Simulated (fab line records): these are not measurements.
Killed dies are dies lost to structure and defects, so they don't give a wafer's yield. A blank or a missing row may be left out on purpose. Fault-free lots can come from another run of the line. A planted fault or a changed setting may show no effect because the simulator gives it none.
Chamber matching	flow sky130	SKY_LI_CONTACT_ETCH_15 on rie-diel-01: 4 sister chambers
The step etches PSG in C4F8/O2/Ar, stops on Si, target depth 600 nm. 16 wafers are shown with their chamber, then 8 later ones without.

WAFERS WITH THEIR CHAMBER
wafer	chamber	oes-product-au (a.u.)
L957.1	0	0.837
L957.3	1	0.833
L957.6	3	0.831
L958.1	0	0.831
L958.4	0	0.834
L958.6	1	0.831
L961.2	3	0.840
L961.5	0	0.826
L961.6	2	0.839
L962.1	0	0.836
L962.2	3	0.831
L962.4	2	0.833
L964.1	3	0.829
L964.3	1	0.838
L964.6	0	0.841
L975.2	3	0.841

SIGNATURES (means of the wafers above)
reading	chamber 0	chamber 1	chamber 2	chamber 3	scatter within a chamber
oes-product-au	0.83417	0.83400	0.83600	0.83440	0.00505
Rule: a wafer's distance from a chamber is the root of the sum, over the readings, of the square of ((its reading less the chamber's mean) divided by the reading's scatter). The wafer belongs to the nearest chamber; if the next one is less than 2 further off, it can't be placed. The scatter: take each reading less its chamber's mean, square it, sum over the shown wafers, divide by the number of wafers less the number of chambers, and take the root.

WAFERS MISSING THEIR CHAMBER
wafer	oes-product-au (a.u.)
L975.4	0.836
L975.5	0.835
L977.3	0.831
L977.5	0.836
L977.6	0.839
L978.1	0.834
L978.4	0.839
L978.6	0.843

THE CHAMBER EACH PASSED THROUGH
wafer	from the rows above	in truth
L975.4	can't be placed: 2 or 3 or 0 or 1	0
L975.5	can't be placed: 3 or 0 or 1 or 2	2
L977.3	can't be placed: 1 or 0 or 3 or 2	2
L977.5	can't be placed: 2 or 3 or 0 or 1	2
L977.6	can't be placed: 2 or 3 or 0 or 1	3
L978.1	can't be placed: 1 or 0 or 3 or 2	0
L978.4	can't be placed: 2 or 3 or 0 or 1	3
L978.6	can't be placed: 2 or 3 or 0 or 1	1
Correctly placed: 0 of 8. From these rows, 8 cannot be placed; in 8 the true chamber is one of the candidates. Wrongly placed: 0.
